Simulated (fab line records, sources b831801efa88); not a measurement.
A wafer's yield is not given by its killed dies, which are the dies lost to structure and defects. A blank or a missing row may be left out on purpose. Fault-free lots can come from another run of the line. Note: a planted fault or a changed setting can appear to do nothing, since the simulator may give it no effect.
Which tool is to blame?	flow sky130	11 lots with 33 wafers sampled at 6 steps, on a route of 708 steps

WHAT EACH GAUGE READ, for each wafer
No reading from a measuring or inspecting step in the record can be judged against a usual standard deviation.

WHICH TOOL RAN EACH LOT (tool, then ch and the chambers of the sampled wafers, then the start)
lot	SKY_METAL4_SPUTTER_03	SKY_CAP2M_CVD_00	SKY_METAL4_ETCH_17	SKY_VIA4_SOFTBAKE_07	SKY_VIA4_STRIP_13	SKY_PAD_OPEN_PROBE_99
L388	pvdSputter-03, day 39 11:37	pecvd-01 ch 1,2, day 39 11:41	rieDiel-03 ch 0,3, day 41 12:14	lithoTrack-02 ch 0, day 42 01:50	plasmaAsher-02 ch 0,1, day 42 13:19	prober-01, day 45 12:31
L389	pvdSputter-01, day 39 17:28	pecvd-01 ch 0,1,2, day 39 17:32	rieDiel-04 ch 0,1,3, day 41 18:58	lithoTrack-02 ch 0, day 42 07:55	plasmaAsher-03 ch 0,1, day 42 19:22	prober-02, day 45 18:32
L394	pvdSputter-01, day 41 09:14	pecvd-04 ch 0,1,2, day 41 09:18	rieDiel-03 ch 0,1,3, day 43 09:12	lithoTrack-02 ch 0, day 43 21:07	plasmaAsher-01 ch 0,1, day 44 08:31	prober-01, day 47 03:11
L395	pvdSputter-03, day 41 20:37	pecvd-01 ch 0,2, day 41 20:40	rieDiel-04 ch 0,1,3, day 43 20:08	lithoTrack-01 ch 0, day 44 08:52	plasmaAsher-02 ch 0,1, day 44 20:04	prober-02, day 47 13:32
L396	pvdSputter-04, day 42 14:37	pecvd-02 ch 0,1,2, day 42 14:41	rieDiel-04 ch 0,2,3, day 44 12:36	lithoTrack-01 ch 0, day 45 01:13	plasmaAsher-01 ch 0,1, day 45 12:16	prober-01, day 48 03:56
L398	pvdSputter-03, day 43 04:28	pecvd-02 ch 0,1,2, day 43 04:32	rieDiel-02 ch 0,1,2, day 45 01:54	lithoTrack-02 ch 0, day 45 13:26	plasmaAsher-03 ch 0, day 45 23:37	prober-01, day 48 16:40
L397	pvdSputter-03, day 43 06:15	pecvd-01 ch 0,2, day 43 06:19	rieDiel-02 ch 0,2,3, day 45 03:26	lithoTrack-01 ch 0, day 45 15:07	plasmaAsher-03 ch 0, day 46 01:37	prober-02, day 48 17:16
L400	pvdSputter-03, day 43 13:50	pecvd-04 ch 1,2, day 43 13:54	rieDiel-04 ch 0,1,3, day 45 10:55	lithoTrack-01 ch 0, day 45 22:26	plasmaAsher-03 ch 0,1, day 46 08:13	prober-01, day 48 23:44
L405	pvdSputter-04, day 44 10:32	pecvd-01 ch 0,1,2, day 44 10:37	rieDiel-04 ch 0,2,3, day 46 06:18	lithoTrack-01 ch 0, day 46 17:43	plasmaAsher-02 ch 0,1, day 47 03:49	prober-02, day 49 16:05
L407	pvdSputter-03, day 45 04:29	pecvd-01 ch 0,2, day 45 04:33	rieDiel-04 ch 0,1,2, day 46 22:23	lithoTrack-01 ch 0, day 47 09:43	plasmaAsher-01 ch 0,1, day 47 19:31	prober-02, day 50 05:52
L410	pvdSputter-03, day 45 19:56	pecvd-04 ch 0,1,2, day 45 20:00	rieDiel-03 ch 1,2,3, day 47 13:27	lithoTrack-02 ch 0, day 48 00:07	plasmaAsher-02 ch 0,1, day 48 10:01	prober-01, day 50 18:38
- SKY_METAL4_SPUTTER_03: material Ti, target thk 5 nm, time 3.3 s.
- SKY_CAP2M_CVD_00: deposits SiO2, target thk 15.5 nm.
- SKY_METAL4_ETCH_17: etches SiO2 in C4F8/O2/Ar, stops on TiN, time 3.9 s, target depth 15 nm.
- SKY_VIA4_SOFTBAKE_07: time 60 s.
- SKY_VIA4_STRIP_13: strips in O2/N2.
- SKY_PAD_OPEN_PROBE_99

AS READ BY THE TOOLS THEMSELVES (means over the sampled wafers that have a number; for cases with no such wafer, the mark the record gives instead)
SKY_METAL4_SPUTTER_03. Usual: cathodeDcPowerW 3000.1 W, standard deviation 0.56; throttleValvePct 30.1 %, standard deviation 0.99.
lot	tool	cathodeDcPowerW (W)	throttleValvePct (%)	flag
L388	pvdSputter-03	2999.7	29.8	
L389	pvdSputter-01	2999.8	31.0	
L394	pvdSputter-01	3000.4	31.3	
L395	pvdSputter-03	2999.8	30.3	
L396	pvdSputter-04	3000.3	29.6	
L398	pvdSputter-03	3000.1	29.6	
L397	pvdSputter-03	2999.9	29.7	
L400	pvdSputter-03	3000.2	29.7	
L405	pvdSputter-04	3000.2	29.1	
L407	pvdSputter-03	3000.2	29.8	
L410	pvdSputter-03	3000.6	30.5	

SKY_CAP2M_CVD_00. Usual: heaterPowerW reads 726 W (standard deviation 99).
lot	tool	heaterPowerW (W)	flag
L388	pecvd-01	726	
L389	pecvd-01	737	
L394	pecvd-04	755	
L395	pecvd-01	827	
L396	pecvd-02	684	
L398	pecvd-02	661	
L397	pecvd-01	813	
L400	pecvd-04	669	
L405	pecvd-01	696	
L407	pecvd-01	815	
L410	pecvd-04	798	

SKY_METAL4_ETCH_17. Usual: biasW 1200 W, standard deviation 3.8; oesProductAu 0.753 a.u., standard deviation 0.0067.
lot	tool	biasW (W)	oesProductAu (a.u.)	flag
L388	rieDiel-03	1203	0.752	
L389	rieDiel-04	1199	0.754	
L394	rieDiel-03	1197	0.756	
L395	rieDiel-04	1199	0.757	
L396	rieDiel-04	1198	0.747	
L398	rieDiel-02	1199	0.747	
L397	rieDiel-02	1201	0.748	
L400	rieDiel-04	1202	0.760	
L405	rieDiel-04	1200	0.756	
L407	rieDiel-04	1203	0.754	
L410	rieDiel-03	1201	0.749	

SKY_VIA4_SOFTBAKE_07. Usual: runLengthS reads 89.34 s (standard deviation 0.26).
lot	tool	runLengthS (s)	flag
L388	lithoTrack-02	89.57	
L389	lithoTrack-02	89.50	
L394	lithoTrack-02	89.50	
L395	lithoTrack-01	89.40	
L396	lithoTrack-01	89.32	
L398	lithoTrack-02	89.56	
L397	lithoTrack-01	89.25	
L400	lithoTrack-01	89.35	
L405	lithoTrack-01	118.62	OFF
L407	lithoTrack-01	118.52	OFF
L410	lithoTrack-02	89.71	

SKY_VIA4_STRIP_13. Usual: drypumpMotorCurrentA 5.72 A, standard deviation 0.26; n2FlowSccm 299.9 sccm, standard deviation 0.77; oesProductAu 0.709 a.u., standard deviation 0.0047; stripTimeToEndpointS 12.81 s, standard deviation 0.032.
lot	tool	drypumpMotorCurrentA (A)	n2FlowSccm (sccm)	oesProductAu (a.u.)	stripTimeToEndpointS (s)	flag
L388	plasmaAsher-02	5.55	299.4	0.713	12.80	
L389	plasmaAsher-03	5.70	299.8	0.708	12.82	
L394	plasmaAsher-01	5.61	299.3	0.703	12.81	
L395	plasmaAsher-02	5.55	300.1	0.713	12.79	
L396	plasmaAsher-01	5.81	300.1	0.712	12.89	
L398	plasmaAsher-03	6.06	300.3	0.709	12.78	
L397	plasmaAsher-03	6.06	299.7	0.709	12.80	
L400	plasmaAsher-03	5.72	300.1	0.711	12.79	
L405	plasmaAsher-02	5.64	300.0	0.709	12.69	OFF
L407	plasmaAsher-01	5.62	300.1	0.708	12.71	OFF
L410	plasmaAsher-02	5.65	300.1	0.707	12.82	

SKY_PAD_OPEN_PROBE_99. Usual: defectLimitedYield 82.5 %, standard deviation 1.8; killed_at_M0_to_M3 42, standard deviation 6.6; killed_at_M4_up 3.0, standard deviation 1.8; killedAtContacts 25, standard deviation 5.1; killedAtFrontEnd 15, standard deviation 4.4; killedAtOther 0.3, standard deviation 0.56; killedDies 86, standard deviation 8.6; killedOpen 47, standard deviation 6.9; killedShort 38, standard deviation 6; sort_bin_3_pad_short 0.8 %, standard deviation 0.42; sort_bin_5_function 10.6 %, standard deviation 1.5; sort_bin_6_memory 6.1 %, standard deviation 1.1; sortNPass 406, standard deviation 8.6; sortYieldPct 82.5 %, standard deviation 1.8.
lot	tool	defectLimitedYield (%)	killed_at_M0_to_M3	killed_at_M4_up	killedAtContacts	killedAtFrontEnd	killedAtOther	killedDies	killedOpen	killedShort	sort_bin_3_pad_short (%)	sort_bin_5_function (%)	sort_bin_6_memory (%)	sortNPass	sortYieldPct (%)	flag
L388	prober-01	82.4	41	4.0	24	17	0.3	86	52	34	0.8	10.0	6.8	406	82.4	
L389	prober-02	83.4	37	2.0	29	14	0.0	82	44	37	0.9	9.6	6.2	410	83.4	
L394	prober-01	80.0	47	3.0	27	21	0.3	98	53	45	0.7	12.8	6.4	394	80.0	
L395	prober-02	82.7	42	2.0	28	13	0.3	85	45	40	0.8	10.9	5.6	407	82.7	
L396	prober-01	82.4	39	5.0	25	18	0.0	86	47	39	0.9	10.6	6.1	406	82.4	
L398	prober-01	83.9	41	1.7	25	12	0.0	79	41	38	1.1	9.4	5.6	413	83.9	
L397	prober-02	82.5	47	4.3	24	10	0.7	86	49	37	0.7	11.9	5.0	406	82.5	
L400	prober-01	80.5	44	2.3	30	19	0.3	96	47	49	0.9	11.8	6.8	396	80.5	
L405	prober-02	83.6	41	2.7	22	15	0.3	81	46	35	0.7	9.6	6.2	411	83.6	
L407	prober-02	83.6	37	1.3	24	18	0.3	81	46	34	0.4	11.1	4.9	411	83.6	
L410	prober-01	82.9	44	3.0	23	13	0.7	84	47	37	0.7	10.5	5.8	408	82.9	

THE ANSWER, worked out from the rows above alone
Rule: a lot counts as off when the mean over its wafers that have a number is more than 3 standard deviations away from the usual mean. A lot without any number at a reading at which 4 lots or more have one is off too. Where the step has rows for the other lots, those lots are counted as sound. Order of review: gauges by route order, followed by the tools' own readings, for which a lot's mean as printed above is used. At the first step where some lot is off, the reading lying furthest off is the one used; lots without a number count as furthest.
Off at SKY_VIA4_SOFTBAKE_07 (runLengthS): L405, L407.
If a tool, at that step or one of the process steps before it, ran each lot that is off and ran no sound lot following the first of them, it fits. Can't be told from this: 3 tools fit, pecvd-01 at SKY_CAP2M_CVD_00, rieDiel-04 at SKY_METAL4_ETCH_17, lithoTrack-01 at SKY_VIA4_SOFTBAKE_07.

WHAT WAS PUT IN BY THE SIMULATOR
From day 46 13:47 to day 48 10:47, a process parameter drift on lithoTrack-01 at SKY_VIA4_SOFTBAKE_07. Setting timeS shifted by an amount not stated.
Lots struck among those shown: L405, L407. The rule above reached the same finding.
